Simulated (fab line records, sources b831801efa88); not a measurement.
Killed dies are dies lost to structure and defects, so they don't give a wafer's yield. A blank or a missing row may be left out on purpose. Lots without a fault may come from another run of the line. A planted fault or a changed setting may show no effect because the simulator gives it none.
A struck lot beside a sound one | flow sky130 | 34 steps out of a route of 708
Sound: wafers L763.2, L763.3, L763.5. Struck: wafer L766.6. (L766.4, L766.5 of the same lot were not struck and are left out.) The cause comes at the end.
At each step with rows: each side's tool, then ch and its chambers, then its first start. Under that, the readings that differ: sound wafers | struck wafers | difference of the means | sigmas: that difference in standard deviations of wafers without a fault.
alike: readings whose means differ by less than 2 such deviations, and words and numbers that are the same on both sides. not compared: withheld readings, readings that some wafer has no value for, bounds like >300 that may hide the same value, and numbers for which the record gives no deviation and whose values overlap.
The two part at a step that has a row with sigmas, a row that says differs or no value, or rows on one side only. Numbers that don't overlap but have no deviation are shown without sigmas and don't part them. A reading that every wafer of one side lacks parts them only if that side has two wafers or more.

first, 8 steps without rows for these wafers: SKY_LOCAL_INTERCONNECT_ETCH_13 (etches BARC in N2/H2, stops on SiO2, time 45.9 s, target depth 60 nm); SKY_LOCAL_INTERCONNECT_METAL_ETCH_14 (etches TiN in Cl2/BCl3, stops on PSG, target depth 110 nm, time 31.4 s); SKY_LOCAL_INTERCONNECT_STRIP_15 (strips in O2/N2); SKY_LOCAL_INTERCONNECT_STRIP_16 (strips in post etch residue remover, time 1200 s); SKY_LOCAL_INTERCONNECT_CLEAN_17 (cleans in IPA, time 180 s); SKY_LOCAL_INTERCONNECT_CLEAN_18 (cleans in O3/DIW); SKY_CONTACT_CVD_00 (deposits Si3N4, target thk 75 nm); SKY_CONTACT_HDPCVD_02 (deposits SiO2, target thk 565 nm, time 94.2 s).
SKY_CONTACT_CMP_04: polishes SiO2.
  sound on cmp-01 ch 1,3, day 31 10:34; struck on cmp-01 ch 2, day 32 15:01
  reading                                     | sound           | struck | difference | sigmas
  time_to_endpoint_s (s)                      | 80 82 81        | 105    | +24        | +7
  model.SiO2_of_CONTACT_HDPCVD_02.thk_nm (nm) | 340.5 340 340.6 | 419.1  | +78.7      |
  alike: motor_current_A
then, 9 steps without rows for these wafers: SKY_CONTACT_DEHYDRATE_06 (time 60 s); SKY_CONTACT_HMDS_07 (prime time 60 s); SKY_CONTACT_COAT_08 (resist thk 60 nm); SKY_CONTACT_COAT_09 (resist thk 450 nm); SKY_CONTACT_SOFTBAKE_10 (time 90 s); SKY_CONTACT_EXPOSE_11 (exposes mask CTM1, target cd 170 nm); SKY_CONTACT_PEB_12; SKY_CONTACT_DEVELOP_13 (develop time 60 s); SKY_CONTACT_ETCH_16 (etches BARC in N2/H2, stops on SiO2, time 45.9 s, target depth 60 nm).
SKY_CONTACT_ETCH_17: etches SiO2 in C4F8/O2/Ar, stops on Si3N4, target depth 340 nm.
  sound on rie_diel-03 ch 0,1,3, day 32 14:38; struck on rie_diel-03 ch 3, day 33 17:59
  reading                             | sound             | struck | difference | sigmas
  oes_product_au (a.u.)               | 0.888 0.891 0.887 | 1.006  | +0.117     | +24
  model.CONTACT.feature_depth_nm (nm) | 340.5 340 340.6   | 419    | +79        |
  model.etch.depth_nm (nm)            | 340.5 340 340.6   | 419    | +79        |
then, 13 steps without rows for these wafers: SKY_CONTACT_ETCH_18 (etches Si3N4 in CHF3/O2, stops on TiN, time 39 s, target depth 75 nm); SKY_CONTACT_STRIP_19 (strips in O2/N2); SKY_CONTACT_STRIP_20 (strips in post etch residue remover, time 1200 s); SKY_CONTACT_CLEAN_21 (cleans in IPA, time 180 s); SKY_CONTACT_CLEAN_22 (cleans in O3/DIW); SKY_CONTACT_SPUTTER_23 (material TiN, target thk 20 nm, time 80 s); SKY_CONTACT_CVD_24 (deposits W, target thk 340 nm, time 102.12 s); SKY_CONTACT_CMP_27 (polishes, stops on SiO2, t overpolish 15 s, target thk 0 nm); SKY_METAL1_SPUTTER_00 (material Ti, target thk 15 nm, time 10 s); SKY_METAL1_SPUTTER_01 (material TiN, target thk 20 nm, time 16.7 s); SKY_METAL1_SPUTTER_02 (material AlCu, target thk 250 nm, time 13.3 s); SKY_METAL1_SPUTTER_03 (material Ti, target thk 5 nm, time 3.3 s); SKY_METAL1_SPUTTER_04 (material TiN, target thk 70 nm, time 58.3 s).
SKY_METAL1_METAL_ETCH_19: etches the open film in Cl2/BCl3, stops on SiO2, target depth 360 nm, time 78 s.
  sound on rie_metal-02 ch 0,1, day 33 19:11; struck on rie_metal-01 ch 0, day 34 22:40
  reading                                     | sound                | struck | difference | sigmas
  drypump_motor_current_A (A)                 | 5.20 5.19 5.75       | 5.90   | +0.52      | +2
  throttle_valve_pct (%)                      | 22.260 22.256 22.270 | 22.235 | -0.027     | -3
  model.SiO2_of_CONTACT_HDPCVD_02.thk_nm (nm) | 326.4 325.7 326.6    | 405.1  | +78.9      |
  alike: oes_product_au
  not compared: rf_hours_counter_h
-- the record jumps here: 12 days lie between the struck wafers' starts before and after (it left off in module METAL1 and takes up again in module PAD_OPEN, whose first step shown is number 708 of the route) --
SKY_PAD_OPEN_PROBE_99:
  sound on prober-02, day 46 13:04; struck on prober-01, day 47 09:55
  reading            | sound     | struck | difference | sigmas
  killed_at_contacts | 21 13 24  | 81     | +62        | +12
  killed_dies        | 89 61 101 | 145    | +61        | +6
  killed_on_rim      | 21 17 23  | 36     | +16        | +4
  alike: killed_at_M0_to_M3, killed_at_M4_up, killed_at_front_end, killed_at_other, killed_open, killed_short

WHERE THEY PART
First at SKY_CONTACT_CMP_04; last, within this record, at SKY_PAD_OPEN_PROBE_99.

WHY: what the simulator had put in
Process parameter drift: cmp-01, from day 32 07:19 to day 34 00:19, at SKY_CONTACT_CMP_04. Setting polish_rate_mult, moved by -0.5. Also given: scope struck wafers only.
